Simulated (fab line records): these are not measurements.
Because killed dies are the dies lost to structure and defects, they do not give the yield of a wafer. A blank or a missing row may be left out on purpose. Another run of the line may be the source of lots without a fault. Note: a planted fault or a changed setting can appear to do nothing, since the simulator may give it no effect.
Which tool is to blame? -- flow gf180mcu -- 15 lots with 45 wafers sampled at 2 steps, on a route of 602 steps

== WHAT EACH GAUGE READ, for each wafer ==
GF_V4_RS_MEAS_24: a four-point-probe measurement.
lot,measured,on,V4_W_RS (ohm/sq)
L676,day 24 18:37,filmMetro-01,0.333 0.322 0.329
L677,day 25 12:25,filmMetro-04,0.321 0.330 0.325
L678,day 25 17:31,filmMetro-01,0.329 0.326 0.329
L680,day 26 04:05,filmMetro-04,0.328 0.321 0.327
L683,day 27 08:55,filmMetro-01,0.329 0.331 0.329
L684,day 27 14:52,filmMetro-02,0.329 0.329 0.330
L685,day 27 21:16,filmMetro-04,0.331 0.330 0.333
L688,day 28 16:56,filmMetro-04,0.335 0.334 0.333
L691,day 29 13:23,filmMetro-01,0.326 0.327 0.326
L692,day 29 19:38,filmMetro-04,0.321 0.326 0.321
L693,day 30 02:41,filmMetro-04,0.320 0.325 0.326
L695,day 30 12:49,filmMetro-01,0.331 0.330 0.336
L696,day 30 22:14,filmMetro-01,0.329 0.330 0.328
L697,day 31 02:39,filmMetro-04,0.337 0.338 0.334
L698,day 31 10:55,filmMetro-04,0.328 0.329 0.326

== WHAT TOOL EACH LOT RAN ON (gives the tool, then ch and the chambers of the sampled wafers, and finally the start) ==
lot,GF_V4_CVD_23
L676,"cvdW-02 ch 0,1, day 24 18:31"
L677,"cvdW-02 ch 0,1, day 25 12:17"
L678,"cvdW-01 ch 0,1, day 25 17:23"
L680,"cvdW-02 ch 0,1, day 26 03:58"
L683,"cvdW-01 ch 0,1, day 27 08:46"
L684,"cvdW-01 ch 0,1, day 27 14:44"
L685,"cvdW-01 ch 0,1, day 27 21:07"
L688,"cvdW-01 ch 0,1, day 28 16:49"
L691,"cvdW-02 ch 0,1, day 29 13:15"
L692,"cvdW-02 ch 0,1, day 29 19:31"
L693,"cvdW-02 ch 0, day 30 02:35"
L695,"cvdW-01 ch 1, day 30 12:40"
L696,"cvdW-01 ch 0,1, day 30 22:05"
L697,"cvdW-01 ch 0,1, day 31 02:32"
L698,"cvdW-01 ch 0,1, day 31 10:48"
- GF_V4_CVD_23: deposits W, target thk 350 nm, time 104.9 s.

== WHAT THE TOOLS THEMSELVES READ (means of the sampled wafers that have a number; where no wafer has one, the mark that the record gives instead) ==
GF_V4_CVD_23.
lot,tool,heaterPowerOuterW (W),heaterPowerW (W)
L676,cvdW-02,502,861
L677,cvdW-02,485,841
L678,cvdW-01,524,826
L680,cvdW-02,502,872
L683,cvdW-01,531,820
L684,cvdW-01,523,820
L685,cvdW-01,530,819
L688,cvdW-01,525,827
L691,cvdW-02,504,880
L692,cvdW-02,511,890
L693,cvdW-02,512,900
L695,cvdW-01,537,835
L696,cvdW-01,536,821
L697,cvdW-01,533,826
L698,cvdW-01,521,814

== THE ANSWER, worked out from the rows above alone ==
Rule: the lots themselves supply what counts as usual. Put in order of their means at a reading, lots are off if they are a third of the lots or fewer, leave a main group of 4 or more, and stand apart from it by a gap of 3 or more times the standard deviation of the main group's means; of several such gaps the widest counts. A main group whose means are all the same, to the digits that the tables above print for the reading, isn't used. Also off: a lot with no number at a reading for which 4 or more lots have one. Any other lot the step has rows for is counted as sound. Order of review: gauges by route order, followed by the tools' own readings, for which a lot's mean as printed above is used. At the first step where some lot is off, the reading lying furthest off is the one used; lots without a number count as furthest.
No lot is off on any of the readings shown, so nothing can be concluded from this.

== WHAT THE SIMULATOR HAD INSERTED ==
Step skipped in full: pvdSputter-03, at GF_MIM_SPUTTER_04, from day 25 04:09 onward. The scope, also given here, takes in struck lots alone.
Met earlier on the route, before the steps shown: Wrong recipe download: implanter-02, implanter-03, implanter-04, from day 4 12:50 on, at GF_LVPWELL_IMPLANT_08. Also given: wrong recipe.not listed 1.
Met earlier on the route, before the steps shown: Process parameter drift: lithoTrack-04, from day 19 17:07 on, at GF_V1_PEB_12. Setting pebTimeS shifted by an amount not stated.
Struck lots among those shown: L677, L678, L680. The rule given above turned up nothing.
